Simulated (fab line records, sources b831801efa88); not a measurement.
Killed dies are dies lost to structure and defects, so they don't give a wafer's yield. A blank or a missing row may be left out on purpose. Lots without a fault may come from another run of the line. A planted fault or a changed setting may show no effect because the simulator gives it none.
fab line records | flow sfq_line
record lots=14 wafers=42 last_day=95
route steps=325 shown L0V@16 M0@38 M2@89 M3@119
lots that met no fault: from a run of the same line without faults
start_h: hours from the record's first day to the start of the lot's first wafer shown | wait_h: hours since the lot's step before | " the same as in the row above | L1.1+2: a row that stands for several wafers | - no value, or no start given | * or withheld: withheld | < > ~ a bound
route shown NAME@n: a module of which the file shows steps, and the number in the route of the first | usual: mean/standard deviation of fault-free wafers | same: alike in all rows | chamber/n: place in a boat | sites: the reading at each site | _std_site: their standard deviation | _edge_site: outer sites' mean less inner sites' | radius_mm: how far each site lies from the wafer's centre | mask NAME#n: copy n | behind: the tool/chamber that last shaped the wafer | hold: why the lot was held/for how many hours/how that ended | device: the transistor (n, p or np) that didn't switch | end of line: the same wafers' tests at the end of the route | a step without rows: its recipe alone | killed: dies lost to structure and defects at the first sort, not the wafer's yield | map: a wafer's dies, x killed, . not, _ none there
set.NAME: the setting as run; set.NAME@STEP: as run at that earlier step | model.NAME: the simulator's own value behind a step, which no gauge read
steps of the route over a sample of lots; a table a step, a row a wafer
services: from which hour (start_h, from the record's first day; less than 0 if before it) a tool's chamber was out of use, for how many hours, and why
## steps
# step SFQ_TRILAYER_L0_CAP_PECVD_011
# recipe material=SiO2 temp_c=150 time_s=13.333 pressure_torr=2.4 rf_w=183.3 precursor=SiH4/N2O target_thk_nm=60
# usual heater_power_w=73/16 throttle_valve_pct=24.7/0.95
# columns lot.wafer tool chamber start_h wait_h heater_power_w throttle_valve_pct
L668.2 pecvd-04 1 70.76 0.0 90 25.0
L668.3 " 2 " " 58 25.9
L668.4 " 2 " " 58 26.2
L671.1 pecvd-02 0 73.87 0.0 54 23.7
L671.4 " 2 " " 97 23.2
L671.6 " 1 " " 84 24.0
L672.3 pecvd-04 0 74.86 0.0 87 25.7
L672.4 " 2 " " 61 26.0
L672.5 " 0 " " 85 25.9
L673.1 pecvd-03 2 76.76 0.0 46 24.4
L673.3 " 1 " " 93 26.0
L673.4 " 2 " " 47 24.6
L674.4 pecvd-04 1 77.27 0.0 91 24.8
L674.5 " 2 " " 52 26.1
L674.6 " 0 " " 82 25.7
L675.2 pecvd-02 0 78.63 0.0 44 23.9
L675.4 " 0 " " 45 23.9
L675.6 " 1 " " 73 24.1
L679.2 pecvd-04 2 84.46 0.0 63 25.9
L679.4 " 1 " " 78 24.7
L679.6 " 1 " " 78 24.7
L681.1 pecvd-02 2 89.26 0.0 96 23.2
L681.3 " 0 " " 56 24.1
L681.4 " 1 " " 76 23.9
L685.2 pecvd-04 2 179.41 0.0 56 25.9
L685.3 " 1 " " 80 25.0
L685.4 " 1 " " 80 25.0
L686.1 pecvd-03 0 185.24 0.0 83 23.9
L686.5 " 2 " " 52 25.3
L686.6 " 0 " " 84 23.8
L688.2 pecvd-02 0 196.66 0.0 44 24.0
L688.4 " 1 " " 78 24.0
L688.6 " 2 " " 82 23.5
L689.2 pecvd-03 1 205.77 0.0 81 26.3
L689.3 " 0 " " 90 23.9
L689.4 " 1 " " 83 26.3
L690.3 pecvd-03 0 212.26 0.0 90 23.7
L690.4 " 1 " " 86 26.5
L690.6 " 0 " " 91 23.8
L691.1 pecvd-02 1 218.26 0.0 84 24.2
L691.3 " 0 " " 52 24.1
L691.6 " 0 " " 53 24.0
# step SFQ_M0_OVL_MEAS_906
# usual M0_OVL=-4/4.9
# columns lot.wafer tool chamber start_h wait_h M0_OVL[nm]
L668.2 overlay-02 - 238.96 0.1 -5
L668.3 " - " " -4
L668.4 " - " " -9
L671.1 overlay-01 - 246.16 0.1 -7
L671.4 " - " " -5
L671.6 " - " " -10
L672.3 overlay-02 - 250.97 0.1 -1
L672.4 " - " " -9
L672.5 " - " " -4
L673.1 overlay-02 - 253.36 0.1 -7
L673.3 " - " " -8
L673.4 " - " " -9
L674.4 overlay-02 - 255.77 0.1 0
L674.5 " - " " -4
L674.6 " - " " 2
L675.2 overlay-01 - 258.16 0.1 -1
L675.4 " - " " 1
L675.6 " - " " 4
L679.2 overlay-01 - 279.76 0.1 -1
L679.4 " - " " 0
L679.6 " - " " 5
L681.1 overlay-02 - 289.36 0.1 -7
L681.3 " - " " -3
L681.4 " - " " -1
L685.2 overlay-01 - 309.31 0.1 -10
L685.3 " - " " -12
L685.4 " - " " -9
L686.1 overlay-01 - 314.11 0.1 -1
L686.5 " - " " 1
L686.6 " - " " 4
L688.2 overlay-02 - 471.02 0.1 -8
L688.4 " - " " -2
L688.6 " - " " -3
L689.2 overlay-01 - 490.40 0.1 -5
L689.3 " - " " -2
L689.4 " - " " -8
L690.3 overlay-01 - 495.21 0.1 -3
L690.4 " - " " -4
L690.6 " - " " -3
L691.1 overlay-02 - 498.79 0.1 1
L691.3 " - " " -7
L691.6 " - " " -4
# step SFQ_TRILAYER_M2_DEP_SPUTTER_055
# recipe material=Nb base_pressure_pa=1.33e-06 chamber_pressure_pa=0.1333 substrate_temp_c=20 resputter_cathode_voltage_v=400 target_thk_nm=200 power_w=2000 time_s=133.3
# usual throttle_valve_pct=30.4/1.1
# columns lot.wafer tool chamber start_h wait_h throttle_valve_pct
L668.2 pvd_sputter-04 - 574.20 0.0 31.2
L668.3 " - " " 31.1
L668.4 " - " " 30.7
L671.1 pvd_sputter-03 - 580.18 0.0 29.4
L671.4 " - " " 28.7
L671.6 " - " " 29.4
L672.3 pvd_sputter-04 - 581.38 0.0 31.3
L672.4 " - " " 31.0
L672.5 " - " " 31.4
L673.1 pvd_sputter-03 - 583.80 0.0 28.7
L673.3 " - " " 29.4
L673.4 " - " " 30.4
L674.4 pvd_sputter-04 - 586.18 0.0 31.2
L674.5 " - " " 30.7
L674.6 " - " " 31.2
L675.2 pvd_sputter-03 - 588.60 0.0 28.8
L675.4 " - " " 29.9
L675.6 " - " " 31.1
L679.2 pvd_sputter-04 - 598.18 0.0 31.3
L679.4 " - " " 31.4
L679.6 " - " " 31.1
L681.1 pvd_sputter-04 - 604.18 0.0 31.2
L681.3 " - " " 30.9
L681.4 " - " " 30.6
L685.2 pvd_sputter-04 - 622.31 0.0 31.6
L685.3 " - " " 31.1
L685.4 " - " " 31.4
L686.1 pvd_sputter-03 - 624.26 0.0 29.7
L686.5 " - " " 30.8
L686.6 " - " " 28.7
L688.2 pvd_sputter-03 - 626.66 0.0 29.4
L688.4 " - " " 28.6
L688.6 " - " " 29.0
L689.2 pvd_sputter-05 - 936.32 0.0 26.7
L689.3 " - " " 31.1
L689.4 " - " " 30.1
L690.3 pvd_sputter-05 - 940.72 0.0 30.4
L690.4 " - " " 30.1
L690.6 " - " " 26.8
L691.1 pvd_sputter-04 - 952.12 0.0 30.7
L691.3 " - " " 31.2
L691.6 " - " " 31.1
# step SFQ_TRILAYER_M3_DEP_SPUTTER_073
# recipe material=Nb base_pressure_pa=1.33e-06 chamber_pressure_pa=0.1333 substrate_temp_c=20 resputter_cathode_voltage_v=400 target_thk_nm=200 power_w=2000 time_s=133.3
# usual throttle_valve_pct=29.6/1.4
# columns lot.wafer tool chamber start_h wait_h throttle_valve_pct
L668.2 pvd_sputter-05 - 884.39 0.0 30.0
L668.3 " - " " 30.1
L668.4 " - " " 26.7
L671.1 pvd_sputter-05 - 890.99 0.0 30.0
L671.4 " - " " 27.0
L671.6 " - " " 29.9
L672.3 pvd_sputter-06 - 892.79 0.0 27.1
L672.4 " - " " 29.6
L672.5 " - " " 30.2
L673.1 pvd_sputter-03 - 896.39 0.0 29.4
L673.3 " - " " 28.3
L673.4 " - " " 30.4
L674.4 pvd_sputter-05 - 897.59 0.0 26.7
L674.5 " - " " 31.3
L674.6 " - " " 30.0
L675.2 pvd_sputter-06 - 900.02 0.0 29.4
L675.4 " - " " 30.8
L675.6 " - " " 26.8
L679.2 pvd_sputter-05 - 908.78 0.0 26.7
L679.4 " - " " 30.0
L679.6 " - " " 30.1
L681.1 pvd_sputter-03 - 912.38 0.0 30.5
L681.3 " - " " 31.1
L681.4 " - " " 29.5
L685.2 pvd_sputter-05 - 920.78 0.0 29.9
L685.3 " - " " 31.2
L685.4 " - " " 27.1
L686.1 pvd_sputter-06 - 921.98 0.0 30.2
L686.5 " - " " 30.8
L686.6 " - " " 27.0
L688.2 pvd_sputter-05 - 928.57 0.0 30.1
L688.4 " - " " 31.2
L688.6 " - " " 29.9
L689.2 pvd_sputter-05 - 1048.18 0.0 31.2
L689.3 " - " " 26.8
L689.4 " - " " 29.9
L690.3 pvd_sputter-06 - 1050.39 0.0 29.3
L690.4 " - " " 27.1
L690.6 " - " " 30.3
L691.1 pvd_sputter-06 - 1056.38 0.0 31.1
L691.3 " - " " 27.1
L691.6 " - " " 29.4
# step SFQ_M3_RS_MEAS_919
# recipe thk_meas_gauge=four-point-probe reads=Nb_of_TRILAYER_M3_DEP_SPUTTER_073
# usual M3_NB_RS=0.893/0.0093
# columns lot.wafer tool chamber start_h wait_h M3_NB_RS[ohm/sq]
L668.2 film_metro-03 - 884.50 0.1 0.902
L668.3 " - " " 0.901
L668.4 " - " " 0.907
L671.1 film_metro-02 - 891.08 0.0 0.912
L671.4 " - " " 0.907
L671.6 " - " " 0.905
L672.3 film_metro-03 - 892.92 0.1 0.892
L672.4 " - " " 0.889
L672.5 " - " " 0.898
L673.1 film_metro-01 - 896.48 0.0 0.885
L673.3 " - " " 0.889
L673.4 " - " " 0.892
L674.4 film_metro-03 - 897.74 0.1 0.894
L674.5 " - " " 0.884
L674.6 " - " " 0.892
L675.2 film_metro-02 - 900.22 0.1 0.894
L675.4 " - " " 0.894
L675.6 " - " " 0.897
L679.2 film_metro-03 - 908.89 0.1 0.901
L679.4 " - " " 0.910
L679.6 " - " " 0.902
L681.1 film_metro-02 - 912.47 0.0 0.894
L681.3 " - " " 0.887
L681.4 " - " " 0.901
L685.2 film_metro-03 - 920.89 0.1 1.247
L685.3 " - " " 0.881
L685.4 " - " " 0.897
L686.1 film_metro-02 - 922.07 0.0 0.901
L686.5 " - " " 0.896
L686.6 " - " " 0.896
L688.2 film_metro-02 - 928.68 0.1 1.256
L688.4 " - " " 0.892
L688.6 " - " " 1.247
L689.2 film_metro-03 - 1048.29 0.1 0.883
L689.3 " - " " 0.891
L689.4 " - " " 0.897
L690.3 film_metro-01 - 1050.52 0.1 0.884
L690.4 " - " " 0.875
L690.6 " - " " 0.887
L691.1 film_metro-02 - 1056.47 0.0 0.900
L691.3 " - " " 0.897
L691.6 " - " " 0.904
# step SFQ_TRILAYER_M3_ETCH_METAL_ETCH_078
# recipe target=Nb stop_on=SiO2 mask_material=PR chemistry=Cl2/Ar target_depth_nm=240 icp_w=600 bias_w=80 pressure_mtorr=10 time_s=120
# usual drypump_motor_current_A=5.50/0.24 oes_product_au=0.893/0.0069
# columns lot.wafer tool chamber start_h wait_h drypump_motor_current_A oes_product_au rf_hours_counter_h
L668.2 rie_metal-03 0 987.18 0.0 5.36 0.894 85
L668.3 " 0 " " 5.35 0.894 -
L668.4 " 1 " " 5.30 0.887 -
L671.1 rie_metal-01 0 995.58 0.0 5.88 0.891 133
L671.4 " 1 " " 5.45 0.890 -
L671.6 " 0 " " 5.86 0.884 -
L672.3 rie_metal-01 1 998.02 0.1 5.46 0.888 -
L672.4 " 0 " " 5.84 0.894 -
L672.5 " 0 " " 5.86 0.896 -
L673.1 rie_metal-01 1 1000.38 0.0 5.44 0.894 8
L673.3 " 0 " " 5.88 0.887 -
L673.4 " 1 " " 5.48 0.891 -
L674.4 rie_metal-03 0 1001.65 0.1 5.36 0.888 -
L674.5 " 0 " " 5.39 0.897 -
L674.6 " 1 " " 5.28 0.891 -
L675.2 rie_metal-03 1 1005.56 0.0 5.28 0.901 107
L675.4 " 0 " " 5.39 0.893 -
L675.6 " 1 " " 5.28 0.891 -
L679.2 rie_metal-03 1 1014.88 0.0 5.27 0.886 109
L679.4 " 1 " " 5.29 0.881 -
L679.6 " 0 " " 5.37 0.879 -
L681.1 rie_metal-03 0 1018.48 0.0 5.37 0.897 91
L681.3 " 1 " " 5.29 0.895 -
L681.4 " 0 " " 5.36 0.889 -
L685.2 rie_metal-03 0 1024.48 0.0 5.35 0.753 93
L685.3 " 1 " " 5.33 0.911 -
L685.4 " 0 " " 5.37 0.895 -
L686.1 rie_metal-03 0 1025.68 0.0 5.37 0.880 94
L686.5 " 0 " " 5.37 0.885 -
L686.6 " 1 " " 5.28 0.891 -
L688.2 rie_metal-03 1 1029.28 0.0 5.28 0.748 113
L688.4 " 0 " " 5.37 0.895 -
L688.6 " 0 " " 5.37 0.749 -
L689.2 rie_metal-01 1 1057.88 0.0 5.48 0.903 25
L689.3 " 0 " " 5.85 0.900 -
L689.4 " 1 " " 5.47 0.901 -
L690.3 rie_metal-03 0 1059.12 0.1 5.35 0.889 -
L690.4 " 1 " " 5.30 0.894 -
L690.6 " 0 " " 5.37 0.895 -
L691.1 rie_metal-04 1 1060.34 0.1 6.03 0.893 35
L691.3 " 1 " " 6.03 0.888 -
L691.6 " 1 " " 6.03 0.889 -
## services
# columns tool chamber start_h hours kind
pvd_sputter-03 - 60.78 7.5 repair
rie_metal-03 - 91.44 28.1 pm
pvd_sputter-04 - 92.55 0.8 repair
rie_metal-03 0 134.09 3.7 repair
pvd_sputter-03 - 233.88 3.0 repair
pvd_sputter-04 - 240.99 1.2 repair
pvd_sputter-04 - 257.55 2.0 repair
rie_metal-03 0 341.89 26.5 repair
rie_metal-03 - 480.36 1.3 repair
rie_metal-03 - 481.62 2.8 pm
rie_metal-03 - 485.71 0.3 repair
pvd_sputter-04 - 486.01 12.6 repair
pvd_sputter-05 - 530.03 4.3 repair
pvd_sputter-05 - 535.52 2.3 repair
rie_metal-03 - 535.82 0.3 repair
rie_metal-03 1 555.94 14.2 repair
pvd_sputter-05 - 569.77 58.8 repair
rie_metal-03 0 618.72 2.1 repair
rie_metal-03 - 647.86 1.4 pm
rie_metal-03 - 695.96 0.4 repair
rie_metal-03 0 704.17 59.2 repair
pvd_sputter-05 - 776.00 1.2 repair
rie_metal-03 0 819.71 21.8 repair
rie_metal-03 0 867.72 4.5 repair
## key
first_sign step=SFQ_M3_RS_MEAS_919 reading=M3_NB_RS direction=up sigmas=39 usual=0.893 struck=1.250
effect step=SFQ_TRILAYER_M3_ETCH_METAL_ETCH_078 reading=oes_product_au direction=down sigmas=21 usual=0.893 struck=0.750
met_at SFQ_TRILAYER_M3_DEP_SPUTTER_073
struck_lots L685,L688
struck_wafers L685.2,L688.2,L688.6
not_acting_at SFQ_TRILAYER_L0_CAP_PECVD_011,SFQ_M0_OVL_MEAS_906,SFQ_TRILAYER_M2_DEP_SPUTTER_055
onset_between 908.78 920.78
fault kind=process_parameter_drift tool=pvd_sputter-05 chamber=- onset_h=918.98 steps=SFQ_TRILAYER_M3_DEP_SPUTTER_073 channel=target_thk_nm offset=-54.381 shape=step end_h=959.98 scope=struck_wafers_only acts_in=these_recipes_only stated=200
